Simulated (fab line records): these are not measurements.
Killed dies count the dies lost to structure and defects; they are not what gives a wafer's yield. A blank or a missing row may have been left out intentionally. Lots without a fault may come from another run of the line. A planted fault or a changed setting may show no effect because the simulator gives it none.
8D (eight disciplines) problem report, filled in by code	flow sfq line	the parts of the form that need people (team, actions taken, sign-off) are left out

1. WHAT IS WRONG
head pressure psi at SFQ_TRILAYER_I2_CMP_CMP_064 reads a mean of 3.098 psi on 1 wafer of 1 lot; wafers without a fault read 3.000 psi with a standard deviation of 0.0073. Relative to the usual mean, that is a shift of +13 standard deviations.
The step: polishes SiO2.
First observed at day 34 06:56: wafer L298.2, on cmp-01. At this step, 39 wafers from 13 lots have a number in the record. The rule behind "out" and "out of limits": a value lying over 4 standard deviations away from the usual mean. The rest of the wafers with a number are treated as sound.

2. WHAT IT IS AND WHAT IT IS NOT
question	is	is not
which readings at this step	head pressure psi	motor current A, time to endpoint s
which lots	L298	L292, L293, L295, L296, L306, L307, L308, L309, L311, L312, L314, L315
which wafers of those lots	L298.2	L298.4, L298.6
read on which tools	cmp-01	cmp-02
when	from day 34 06:56	up to then (14 sound wafers); but 24 sound wafers of L306, L307, L308, L309, L311, L312, L314, L315 came after

3. THE SUSPECTS, EACH WITH WHAT RULES IT OUT
Counting: a tool at a process step up to the reading stays a suspect if it ran every lot that is out. Sound lots after the first of them don't rule it out here, since some wafers of a struck lot are sound.
- cmp-01 at SFQ_TRILAYER_I2_CMP_CMP_064 (polishes SiO2): kept. It ran the lot that is out, L298 (day 34 05:26); its last sound lot up to then is L296 (day 33 07:56). Its own readings are out on those wafers: head pressure psi.
- Within cmp-01 at SFQ_TRILAYER_I2_CMP_CMP_064, the wafers that are out were processed in chamber 1 and their sound lot-mates in chamber 2.
After counting, what remains is cmp-01 at SFQ_TRILAYER_I2_CMP_CMP_064.

4. THE CAUSE (what the simulator had put in)
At SFQ_TRILAYER_I2_CMP_CMP_064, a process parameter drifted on cmp-01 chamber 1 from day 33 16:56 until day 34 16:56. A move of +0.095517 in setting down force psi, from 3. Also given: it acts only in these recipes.
After counting, this tool was the only one left.

5. THE CHAIN OF EFFECTS, in route order
One row per reading whose mean, taken over the struck wafers that have a number, lies over 3 standard deviations from the usual. Only readings whose record carries a usual standard deviation are examined. hours: median over the lots of the time between each lot's start at the first step of this table that gives one and its start at this step. sigmas: the change, counted in usual standard deviations.
hours	step	reading	usual	on struck wafers	change	sigmas
0	SFQ_TRILAYER_I2_CMP_CMP_064	head pressure psi	3.000 psi	3.098	+0.098	+13
The process steps in it:
- SFQ_TRILAYER_I2_CMP_CMP_064: polishes SiO2.

6. WHAT WOULD HAVE CAUGHT IT SOONER
In this record the first reading out of limits was taken at day 34 06:56, 14 hours after the fault began at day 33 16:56.
